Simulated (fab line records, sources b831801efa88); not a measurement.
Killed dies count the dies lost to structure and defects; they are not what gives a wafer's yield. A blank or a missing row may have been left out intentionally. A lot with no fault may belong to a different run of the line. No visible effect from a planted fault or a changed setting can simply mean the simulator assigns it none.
Problem report, 8D (eight disciplines) form, completed by code + flow sky130 + the parts of the form that need people (team, actions taken, sign-off) are left out

1. PROBLEM STATEMENT
Mean METAL2_ALCU_RS at SKY_METAL2_RS_MEAS_05: 0.0963 ohm/sq over 2 wafers in 2 lots; fault-free wafers: 0.1263 ohm/sq, standard deviation 0.0016. Measured from the usual mean, that is -19 standard deviations.
The step: measures by four-point-probe.
First seen on wafer L824.2, day 38 03:41, on film_metro-03. The record holds 39 wafers of 13 lots with a number at this step. Rule for "out", or "out of limits": more than 4 standard deviations from the usual mean. The rest of the wafers with a number are treated as sound.

2. WHAT IT IS, AND WHAT IT ISN'T
| question                    | is                           | is not                                                                                                   |
|-----------------------------|------------------------------|----------------------------------------------------------------------------------------------------------|
| which readings at this step | METAL2_ALCU_RS               | -                                                                                                        |
| which lots                  | L824, L825                   | L812, L813, L814, L815, L818, L827, L828, L830, L831, L834, L835                                         |
| which wafers of those lots  | L824.2, L825.3               | L824.3, L824.6, L825.1, L825.6                                                                           |
| read on which gauges        | film_metro-03, film_metro-04 | film_metro-01                                                                                            |
| when                        | from day 38 03:41            | up to then (17 sound wafers); but 20 sound wafers of L825, L827, L828, L830, L831, L834, L835 came after |

3. WHAT RULES OUT EACH SUSPECT
Counting: a tool at a process step up to the reading stays a suspect if it ran every lot that is out. Sound lots after the first of them don't rule it out here, since some wafers of a struck lot are sound.
- the gauge at SKY_METAL2_RS_MEAS_05 has been ruled out. 2 gauges (film_metro-03, film_metro-04) read the wafers that are out.
- pvd_sputter-04 at SKY_METAL2_SPUTTER_01 (material TiN, target thk 20 nm, time 16.7 s): kept. It processed each lot that is out (first: L824, day 38 03:32); up to then, its last sound lot is L818 (day 36 16:29).
- pvd_sputter-04 at SKY_METAL2_SPUTTER_02 (material AlCu, target thk 250 nm, time 13.3 s): kept. It processed each lot that is out (first: L824, day 38 03:34); up to then, its last sound lot is L818 (day 36 16:31).
After counting, pvd_sputter-04 at SKY_METAL2_SPUTTER_01 and pvd_sputter-04 at SKY_METAL2_SPUTTER_02 remain.

4. THE CAUSE (what the simulator had put in)
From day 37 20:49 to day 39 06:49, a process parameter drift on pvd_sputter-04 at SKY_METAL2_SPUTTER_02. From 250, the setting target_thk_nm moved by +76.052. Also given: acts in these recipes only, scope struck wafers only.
This tool is one of the 2 suspects left after counting.

5. THE CHAIN OF EFFECTS, in route order
Each row: a reading whose mean over the struck wafers that have a number lies more than 3 standard deviations from the usual. Readings are gone through only where the record gives a usual standard deviation; hours: the median, over the lots, of the time from a lot's start at the first step in this table giving one to that lot's start at this step; sigmas: the change measured in usual standard deviations.
| hours | step                     | reading         | usual         | on struck wafers | change  | sigmas |
|-------|--------------------------|-----------------|---------------|------------------|---------|--------|
| 0     | SKY_METAL2_RS_MEAS_05    | METAL2_ALCU_RS  | 0.1263 ohm/sq | 0.0963           | -0.0300 | -19    |
| 0     | SKY_METAL2_THK_MEAS_06   | METAL2_ALCU_THK | 251 nm        | 326              | +76     | +23    |
| 25    | SKY_METAL2_METAL_ETCH_19 | oes_product_au  | 0.855 a.u.    | 0.907            | +0.052  | +8.0   |
It contains these process steps:
- SKY_METAL2_METAL_ETCH_19: etches the open film in Cl2/BCl3, stops on SiO2, target depth 360 nm, time 78 s.
Later steps that measure or inspect, where all struck wafers having a row at the step show a number for every such reading and not one has moved that far: SKY_METAL2_CD_MEAS_15.

6. HOW IT WOULD HAVE BEEN CAUGHT EARLIER
In this record the first reading out of limits at a measuring or inspecting step was taken at day 38 03:41, 7 hours after the fault began at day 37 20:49.
Of the tool readings at SKY_METAL2_SPUTTER_02 for which the record gives a usual standard deviation, none was out on any struck wafer, so an alarm limit of 4 standard deviations on them would not have fired.
Among the 2 lots that are out, L825 began SKY_METAL2_SPUTTER_02 on pvd_sputter-04 after day 38 03:41. Putting the tool on hold at that point would have spared it.
